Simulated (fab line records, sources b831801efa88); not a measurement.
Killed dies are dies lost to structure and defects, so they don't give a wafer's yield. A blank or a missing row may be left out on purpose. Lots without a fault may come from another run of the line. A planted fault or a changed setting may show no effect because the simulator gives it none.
One fault seen from 2 desks | flow sky130 | each desk has only its own numbers; what lay behind them comes last

THE METROLOGY DESK
What the gauges read, lot by lot, whatever tool the lot ran on: means of the sampled wafers that have a number. A lot is out of limits, marked OUT, if its mean lies more than 4 standard deviations from the usual mean; the brackets give that distance.
Columns: A = POLY_GATE_CVD_00_THK at SKY_POLY_GATE_THK_MEAS_01, usual 181.1 nm; B = cd_nm at SKY_SD_P_CD_MEAS_07, usual 379.8 nm
lot  | first seen here | A     | B
L431 | day 14 09:27    | 187.0 | 380.3
L433 | day 14 23:44    | 178.7 | 379.4
L436 | day 16 04:22    | 182.7 | 379.5
L438 | day 16 11:20    | 182.2 | 378.9
L439 | day 17 06:07    | 181.9 | 380.7
L442 | day 18 10:31    | 180.7 | 383.2
L444 | day 18 21:16    | 180.4 | 383.1
L445 | day 19 04:33    | 180.1 | 375.0
L447 | day 19 22:42    | 183.2 | 377.8
L451 | day 21 08:49    | 177.1 | 383.4
L453 | day 21 21:07    | 181.3 | 378.9
This desk's finding: nothing out of limits on any of the 11 lots.

THE TOOL OWNER'S DESK: rie_diel-04
The tool's own readings at SKY_SPACER_ETCHBACK_02 (etches Si3N4 in CH3F/O2, stops on SiO2, time 46.7 s, target depth 45 nm): means of the sampled wafers that have a number, for each lot that ran on this tool. A lot is out of limits, marked OUT, if its mean lies more than 4 standard deviations from the usual mean; the brackets give that distance.
Columns: A = drypump_motor_current_A at SKY_SPACER_ETCHBACK_02, usual 5.7 A; B = oes_product_au at SKY_SPACER_ETCHBACK_02, usual 0.855 a.u.; C = throttle_valve_pct at SKY_SPACER_ETCHBACK_02, usual 10.562 %
lot  | first seen here | A   | B     | C
L431 | day 23 09:51    | 5.6 | 0.861 | 10.566
L436 | day 25 07:27    | 5.4 | 0.850 | 10.562
L439 | day 26 08:14    | 5.6 | 0.859 | 10.565
L445 | day 28 03:07    | 5.4 | 0.864 | 10.559
L447 | day 28 20:52    | 5.6 | 0.859 | 10.565
This desk's finding: nothing out of limits on any of the 5 lots.

PUT TOGETHER
The metrology desk saw nothing out of limits.
The tool owner's desk saw nothing out of limits.

WHAT THE SIMULATOR HAD PUT IN
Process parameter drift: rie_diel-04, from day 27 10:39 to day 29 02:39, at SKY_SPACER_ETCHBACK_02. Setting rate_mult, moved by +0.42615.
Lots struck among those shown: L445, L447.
